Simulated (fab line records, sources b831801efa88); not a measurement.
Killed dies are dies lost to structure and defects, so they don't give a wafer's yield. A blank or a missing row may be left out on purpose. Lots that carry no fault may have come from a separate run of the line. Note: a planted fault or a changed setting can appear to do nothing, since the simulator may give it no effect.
fab line records -- flow sky130
[record] lots = 15, wafers = 45, lastDay = 50
route steps=708 shown LI_CONTACT@374 LOCAL_INTERCONNECT@389 CONTACT@414 PAD_OPEN@708
lots with no fault: from the same line, run without faults
startH: start of the lot's first displayed wafer, in hours after the record's first day -- waitH: hours since the lot's step before -- " unchanged from the row above -- L1.1+2: a row that stands for several wafers -- - either no value or no given start -- * or withheld: withheld -- < > ~ a bound
route shown NAME@n: NAME is a module with steps in the file, n the number in the route of the first one -- usual: average and standard deviation across the fault-free wafers -- same: alike in all rows -- chamber/n: place in a boat -- sites: each site's reading -- _std_site: their standard deviation -- _edge_site: outer sites' mean less inner sites' -- radiusMm: how far each site lies from the wafer's centre -- mask NAME#n: copy n -- behind: the tool/chamber that last shaped the wafer -- hold: why the lot went on hold/how many hours it stayed there/how the hold came to an end -- device: which transistor (n, p or np) failed to switch -- end of line: the tests these same wafers got at the end of their route -- a step with no rows: only its recipe -- killed: not the wafer's yield, but the dies lost to structure and defects at the first sort -- map: per-die view of a wafer (x killed, . not killed, _ where there is no die)
set.NAME: the run value of the setting; set.NAME@STEP: its run value at that earlier step -- model.NAME: the simulator's own value behind a step, which no gauge read
route steps across a sampled set of lots; one table per step, one row per wafer
[[steps]]
[step SKY_LI_CONTACT_CD_MEAS_12]
[recipe] targetCdNm = 170
[usual] cdNm = 170.1/1.6
lot.wafer,tool,chamber,startH,waitH,cdNm
L453.1,cdSem-02,-,676.93,-,171.8
L453.2,cdSem-02,-,676.93,-,171.3
L453.6,cdSem-02,-,676.93,-,170.6
L455.1,cdSem-01,-,696.93,-,167.5
L455.3,cdSem-01,-,696.93,-,169.8
L455.4,cdSem-01,-,696.93,-,168.8
L457.4,cdSem-02,-,716.63,-,170.3
L457.5,cdSem-02,-,716.63,-,170.1
L457.6,cdSem-02,-,716.63,-,169.7
L458.1,cdSem-01,-,730.87,-,168.1
L458.3,cdSem-01,-,730.87,-,169.8
L458.6,cdSem-01,-,730.87,-,168.1
L459.2,cdSem-01,-,731.01,-,170.2
L459.5,cdSem-01,-,731.01,-,170.7
L459.6,cdSem-01,-,731.01,-,170.0
L460.2,cdSem-01,-,732.45,-,169.3
L460.3,cdSem-01,-,732.45,-,169.1
L460.4,cdSem-01,-,732.45,-,169.6
L461.1,cdSem-01,-,764.92,-,170.5
L461.2,cdSem-01,-,764.92,-,170.9
L461.5,cdSem-01,-,764.92,-,170.0
L462.1,cdSem-01,-,765.58,-,171.9
L462.2,cdSem-01,-,765.58,-,173.0
L462.5,cdSem-01,-,765.58,-,171.7
L463.1,cdSem-01,-,766.33,-,168.8
L463.4,cdSem-01,-,766.33,-,168.8
L463.6,cdSem-01,-,766.33,-,168.4
L465.1,cdSem-02,-,779.28,-,168.6
L465.4,cdSem-02,-,779.28,-,168.0
L465.6,cdSem-02,-,779.28,-,169.1
L466.1,cdSem-02,-,797.47,-,172.7
L466.2,cdSem-02,-,797.47,-,173.6
L466.6,cdSem-02,-,797.47,-,174.0
L467.1,cdSem-02,-,798.33,-,170.3
L467.3,cdSem-02,-,798.33,-,168.8
L467.4,cdSem-02,-,798.33,-,169.0
L470.1,cdSem-01,-,812.93,-,168.5
L470.4,cdSem-01,-,812.93,-,169.9
L470.5,cdSem-01,-,812.93,-,170.2
L471.1,cdSem-01,-,823.32,-,170.3
L471.5,cdSem-01,-,823.32,-,168.4
L471.6,cdSem-01,-,823.32,-,168.4
L476.1,cdSem-02,-,854.57,-,168.3
L476.2,cdSem-02,-,854.57,-,169.4
L476.6,cdSem-02,-,854.57,-,169.4
[step SKY_LI_CONTACT_OVL_MEAS_13]
[usual] LI_CONTACT_OVL = 1/5.4
lot.wafer,tool,chamber,startH,waitH,LI_CONTACT_OVL[nm]
L453.1,overlay-02,-,677.05,0.1,6
L453.2,overlay-02,-,677.05,0.1,0
L453.6,overlay-02,-,677.05,0.1,4
L455.1,overlay-02,-,697.05,0.1,2
L455.3,overlay-02,-,697.05,0.1,1
L455.4,overlay-02,-,697.05,0.1,0
L457.4,overlay-01,-,716.70,0.1,3
L457.5,overlay-01,-,716.70,0.1,4
L457.6,overlay-01,-,716.70,0.1,8
L458.1,overlay-01,-,730.99,0.1,1
L458.3,overlay-01,-,730.99,0.1,1
L458.6,overlay-01,-,730.99,0.1,0
L459.2,overlay-01,-,731.11,0.1,3
L459.5,overlay-01,-,731.11,0.1,0
L459.6,overlay-01,-,731.11,0.1,2
L460.2,overlay-01,-,732.55,0.1,3
L460.3,overlay-01,-,732.55,0.1,4
L460.4,overlay-01,-,732.55,0.1,4
L461.1,overlay-02,-,765.04,0.1,-2
L461.2,overlay-02,-,765.04,0.1,-8
L461.5,overlay-02,-,765.04,0.1,1
L462.1,overlay-01,-,765.70,0.1,-1
L462.2,overlay-01,-,765.70,0.1,12
L462.5,overlay-01,-,765.70,0.1,1
L463.1,overlay-01,-,766.45,0.1,5
L463.4,overlay-01,-,766.45,0.1,8
L463.6,overlay-01,-,766.45,0.1,5
L465.1,overlay-01,-,779.40,0.1,7
L465.4,overlay-01,-,779.40,0.1,1
L465.6,overlay-01,-,779.40,0.1,1
L466.1,overlay-01,-,797.59,0.1,3
L466.2,overlay-01,-,797.59,0.1,5
L466.6,overlay-01,-,797.59,0.1,0
L467.1,overlay-02,-,798.45,0.1,-9
L467.3,overlay-02,-,798.45,0.1,-8
L467.4,overlay-02,-,798.45,0.1,-4
L470.1,overlay-02,-,813.05,0.1,-2
L470.4,overlay-02,-,813.05,0.1,-4
L470.5,overlay-02,-,813.05,0.1,0
L471.1,overlay-01,-,823.44,0.1,5
L471.5,overlay-01,-,823.44,0.1,6
L471.6,overlay-01,-,823.44,0.1,1
L476.1,overlay-01,-,854.69,0.1,6
L476.2,overlay-01,-,854.69,0.1,3
L476.6,overlay-01,-,854.69,0.1,8
[step SKY_LOCAL_INTERCONNECT_THK_MEAS_02]
[recipe] thkMeasGauge = xrf, reads = TiN_of_LOCAL_INTERCONNECT_SPUTTER_00
[usual] LOCAL_INTERCONNECT_TIN_THK = 98.3/1.2
lot.wafer,tool,chamber,startH,waitH,LOCAL_INTERCONNECT_TIN_THK[nm]
L453.1,filmMetro-04,-,678.44,0.1,97.6
L453.2,filmMetro-04,-,678.44,0.1,97.7
L453.6,filmMetro-04,-,678.44,0.1,96.8
L455.1,filmMetro-03,-,698.44,0.1,97.8
L455.3,filmMetro-03,-,698.44,0.1,98.2
L455.4,filmMetro-03,-,698.44,0.1,97.3
L457.4,filmMetro-02,-,718.10,0.1,97.1
L457.5,filmMetro-02,-,718.10,0.1,97.7
L457.6,filmMetro-02,-,718.10,0.1,95.0
L458.1,filmMetro-04,-,732.37,0.1,97.6
L458.3,filmMetro-04,-,732.37,0.1,99.4
L458.6,filmMetro-04,-,732.37,0.1,99.5
L459.2,filmMetro-03,-,732.50,0.1,99.4
L459.5,filmMetro-03,-,732.50,0.1,97.9
L459.6,filmMetro-03,-,732.50,0.1,98.7
L460.2,filmMetro-04,-,733.94,0.1,98.7
L460.3,filmMetro-04,-,733.94,0.1,97.2
L460.4,filmMetro-04,-,733.94,0.1,99.2
L461.1,filmMetro-02,-,766.42,0.1,98.9
L461.2,filmMetro-02,-,766.42,0.1,99.3
L461.5,filmMetro-02,-,766.42,0.1,96.3
L462.1,filmMetro-02,-,767.08,0.1,96.1
L462.2,filmMetro-02,-,767.08,0.1,97.7
L462.5,filmMetro-02,-,767.08,0.1,97.4
L463.1,filmMetro-02,-,767.84,0.1,98.9
L463.4,filmMetro-02,-,767.84,0.1,99.7
L463.6,filmMetro-02,-,767.84,0.1,99.5
L465.1,filmMetro-03,-,780.78,0.1,98.2
L465.4,filmMetro-03,-,780.78,0.1,98.1
L465.6,filmMetro-03,-,780.78,0.1,98.7
L466.1,filmMetro-02,-,798.97,0.1,98.3
L466.2,filmMetro-02,-,798.97,0.1,98.8
L466.6,filmMetro-02,-,798.97,0.1,98.5
L467.1,filmMetro-04,-,799.84,0.1,98.0
L467.3,filmMetro-04,-,799.84,0.1,99.2
L467.4,filmMetro-04,-,799.84,0.1,99.0
L470.1,filmMetro-02,-,814.44,0.1,98.3
L470.4,filmMetro-02,-,814.44,0.1,98.4
L470.5,filmMetro-02,-,814.44,0.1,97.9
L471.1,filmMetro-04,-,824.82,0.1,99.8
L471.5,filmMetro-04,-,824.82,0.1,100.6
L471.6,filmMetro-04,-,824.82,0.1,100.0
L476.1,filmMetro-03,-,856.14,0.1,96.9
L476.2,filmMetro-03,-,856.14,0.1,97.2
L476.6,filmMetro-03,-,856.14,0.1,97.4
[step SKY_CONTACT_COAT_08]
[recipe] resist = BARC, tempC = withheld, timeS = withheld, spinRpm = 3000, resistThkNm = 60
[usual] spinSpeedRpm = 2999.9/2.3
lot.wafer,tool,chamber,startH,waitH,spinSpeedRpm
L453.1,lithoTrack-04,0,720.89,0.1,2998.2
L453.2,lithoTrack-04,0,720.89,0.1,2996.5
L453.6,lithoTrack-04,0,720.89,0.1,2998.7
L455.1,lithoTrack-01,0,740.88,0.1,2999.8
L455.3,lithoTrack-01,0,740.88,0.1,2996.7
L455.4,lithoTrack-01,0,740.88,0.1,2996.5
L457.4,lithoTrack-03,0,759.61,0.1,2997.3
L457.5,lithoTrack-03,0,759.61,0.1,3002.7
L457.6,lithoTrack-03,0,759.61,0.1,2997.8
L458.1,lithoTrack-01,0,774.28,0.1,3001.3
L458.3,lithoTrack-01,0,774.28,0.1,3001.7
L458.6,lithoTrack-01,0,774.28,0.1,3000.9
L459.2,lithoTrack-03,0,774.41,0.1,3000.1
L459.5,lithoTrack-03,0,774.41,0.1,3002.0
L459.6,lithoTrack-03,0,774.41,0.1,2998.7
L460.2,lithoTrack-01,0,775.10,0.1,2999.7
L460.3,lithoTrack-01,0,775.10,0.1,3001.3
L460.4,lithoTrack-01,0,775.10,0.1,3002.4
L461.1,lithoTrack-01,0,807.73,0.1,3000.7
L461.2,lithoTrack-01,0,807.73,0.1,3003.3
L461.5,lithoTrack-01,0,807.73,0.1,3003.3
L462.1,lithoTrack-03,0,808.68,0.1,2999.7
L462.2,lithoTrack-03,0,808.68,0.1,2999.1
L462.5,lithoTrack-03,0,808.68,0.1,3002.6
L463.1,lithoTrack-04,0,809.04,0.1,3001.0
L463.4,lithoTrack-04,0,809.04,0.1,2999.4
L463.6,lithoTrack-04,0,809.04,0.1,3002.0
L465.1,lithoTrack-01,0,821.93,0.1,2995.1
L465.4,lithoTrack-01,0,821.93,0.1,2996.6
L465.6,lithoTrack-01,0,821.93,0.1,2994.9
L466.1,lithoTrack-04,0,839.99,0.1,3002.0
L466.2,lithoTrack-04,0,839.99,0.1,2999.1
L466.6,lithoTrack-04,0,839.99,0.1,3001.9
L467.1,lithoTrack-01,0,840.48,0.1,2957.6
L467.3,lithoTrack-01,0,840.48,0.1,2953.0
L467.4,lithoTrack-01,0,840.48,0.1,2950.8
L470.1,lithoTrack-01,0,855.58,0.1,2950.6
L470.4,lithoTrack-01,0,855.58,0.1,2948.9
L470.5,lithoTrack-01,0,855.58,0.1,2953.7
L471.1,lithoTrack-01,0,864.78,0.1,2952.9
L471.5,lithoTrack-01,0,864.78,0.1,2950.1
L471.6,lithoTrack-01,0,864.78,0.1,2954.6
L476.1,lithoTrack-03,0,895.33,0.1,2999.9
L476.2,lithoTrack-03,0,895.33,0.1,3004.5
L476.6,lithoTrack-03,0,895.33,0.1,3002.7
[step SKY_PAD_OPEN_PROBE_99]
[usual] killed_at_M0_to_M3 = 44/7.3, killed_at_M4_up = 3.3/1.8, killedAtContacts = 24/5.3, killedAtFrontEnd = 16/5, killedAtOther = 0.2/0.51, killedDies = 87/10, killedOpen = 47/7.5, killedShort = 40/6.3
[same] grossDies = 492, killedAtBackSide = 0
lot.wafer,tool,chamber,startH,waitH,killed_at_M0_to_M3,killed_at_M4_up,killedAtContacts,killedAtFrontEnd,killedAtOther,killedDies,killedOpen,killedShort
L458.1,prober-01,-,1119.35,0.1,40,2,23,14,0,79,47,32
L458.3,prober-01,-,1119.45,0.2,35,2,24,28,0,89,47,39
L458.6,prober-01,-,1119.60,0.2,35,3,26,14,1,79,32,47
L461.1,prober-02,-,1142.20,0.1,43,1,30,15,0,89,47,42
L461.2,prober-02,-,1142.25,0.1,54,3,24,13,0,94,42,52
L461.5,prober-02,-,1142.40,0.2,42,0,19,12,0,73,41,32
L462.5,prober-01,-,1143.01,0.2,34,2,22,14,0,72,37,35
L463.1,prober-02,-,1144.50,0.1,40,5,14,21,0,80,37,43
L463.4,prober-02,-,1144.65,0.2,49,4,22,13,0,88,49,39
L463.6,prober-02,-,1144.75,0.2,39,3,20,19,0,81,40,41
// killed by level:class
L458.1 VIA1:geometricParticle:open=11 CONTACT:geometricParticle:open=10 LI_CONTACT:geometricParticle:open=6 VIA3:geometricParticle:open=6 VIA2:geometricParticle:open=5 FIELD_ISO:geometricParticle:short=4 POLY_GATE:geometricParticle:short=4 LI_CONTACT:geometricParticle:short=4
L458.3 VIA1:geometricParticle:open=9 POLY_GATE:geometricParticle:open=7 VIA3:geometricParticle:open=7 CONTACT:geometricParticle:open=7 METAL1:geometricParticle:short=7 CONTACT:geometricParticle:short=6 LI_CONTACT:geometricParticle:open=5 METAL2:geometricParticle:short=5
L458.6 LOCAL_INTERCONNECT:geometricParticle:short=8 VIA1:geometricParticle:short=8 LI_CONTACT:geometricParticle:open=7 VIA1:geometricParticle:open=6 FIELD_ISO:geometricParticle:short=5 CONTACT:geometricParticle:open=5 METAL2:geometricParticle:short=4 VIA2:geometricParticle:open=4
L461.1 CONTACT:geometricParticle:open=11 VIA1:geometricParticle:open=9 LI_CONTACT:geometricParticle:open=7 METAL2:geometricParticle:short=7 VIA1:geometricParticle:short=7 VIA2:geometricParticle:open=6 CONTACT:geometricParticle:short=6 FIELD_ISO:geometricParticle:short=5
L461.2 VIA1:geometricParticle:open=13 CONTACT:geometricParticle:open=8 VIA1:geometricParticle:short=8 METAL2:geometricParticle:short=8 METAL1:geometricParticle:short=6 VIA3:geometricParticle:open=6 FIELD_ISO:geometricParticle:short=5 POLY_GATE:geometricParticle:short=4
L461.5 VIA1:geometricParticle:open=8 VIA2:geometricParticle:open=8 VIA3:geometricParticle:open=8 CONTACT:geometricParticle:open=7 CONTACT:geometricParticle:short=6 POLY_GATE:geometricParticle:short=5 METAL2:geometricParticle:short=4 POLY_GATE:geometricParticle:open=4
L462.5 CONTACT:geometricParticle:open=10 VIA1:geometricParticle:open=7 VIA2:geometricParticle:open=6 CONTACT:geometricParticle:short=5 METAL2:geometricParticle:short=5 SPACER:geometricParticle:short=4 POLY_GATE:geometricParticle:short=3 LI_CONTACT:geometricParticle:short=3
L463.1 VIA1:geometricParticle:open=8 POLY_GATE:geometricParticle:short=5 CONTACT:geometricParticle:open=5 METAL1:geometricParticle:short=5 METAL2:geometricParticle:short=5 VIA2:geometricParticle:short=5 METAL3:geometricParticle:short=5 FIELD_ISO:geometricParticle:open=4
L463.4 VIA1:geometricParticle:open=9 VIA3:geometricParticle:open=9 METAL2:geometricParticle:short=8 VIA2:geometricParticle:open=8 LI_CONTACT:geometricParticle:open=7 POLY_GATE:geometricParticle:open=5 LOCAL_INTERCONNECT:geometricParticle:short=5 FIELD_ISO:geometricParticle:open=4
L463.6 VIA1:geometricParticle:open=10 METAL2:geometricParticle:short=10 LI_CONTACT:geometricParticle:open=8 FIELD_ISO:geometricParticle:short=5 FIELD_ISO:geometricParticle:open=4 POLY_GATE:geometricParticle:open=4 POLY_GATE:geometricParticle:short=3 VIA1:geometricParticle:short=3
[[key]]
[firstSign] step = SKY_CONTACT_COAT_08, reading = spinSpeedRpm, direction = down, sigmas = 21, usual = 2999.9, struck = 2952.5
effect none on later readings
metAt SKY_CONTACT_COAT_08
struckLots L467,L470,L471
testerLeftOut L467,L470,L471
notActingAt SKY_LI_CONTACT_CD_MEAS_12,SKY_LI_CONTACT_OVL_MEAS_13,SKY_LOCAL_INTERCONNECT_THK_MEAS_02
onsetBetween 821.93 840.48
[fault] kind = processParameterDrift, tool = lithoTrack-01, chamber = -, onsetH = 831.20, steps = SKY_CONTACT_COAT_08, channel = spinRpm, offset = -48.271, shape = step, endH = 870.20, actsIn = theseRecipesOnly, stated = 3000
// testerLeftOut: of these lots the tester's yield and bins aren't shown, on N5 and GAA mostly nor the transistor test; their killed dies are dies lost to structure and defects alone, not to doping, threshold or leakage, so they don't give the yield
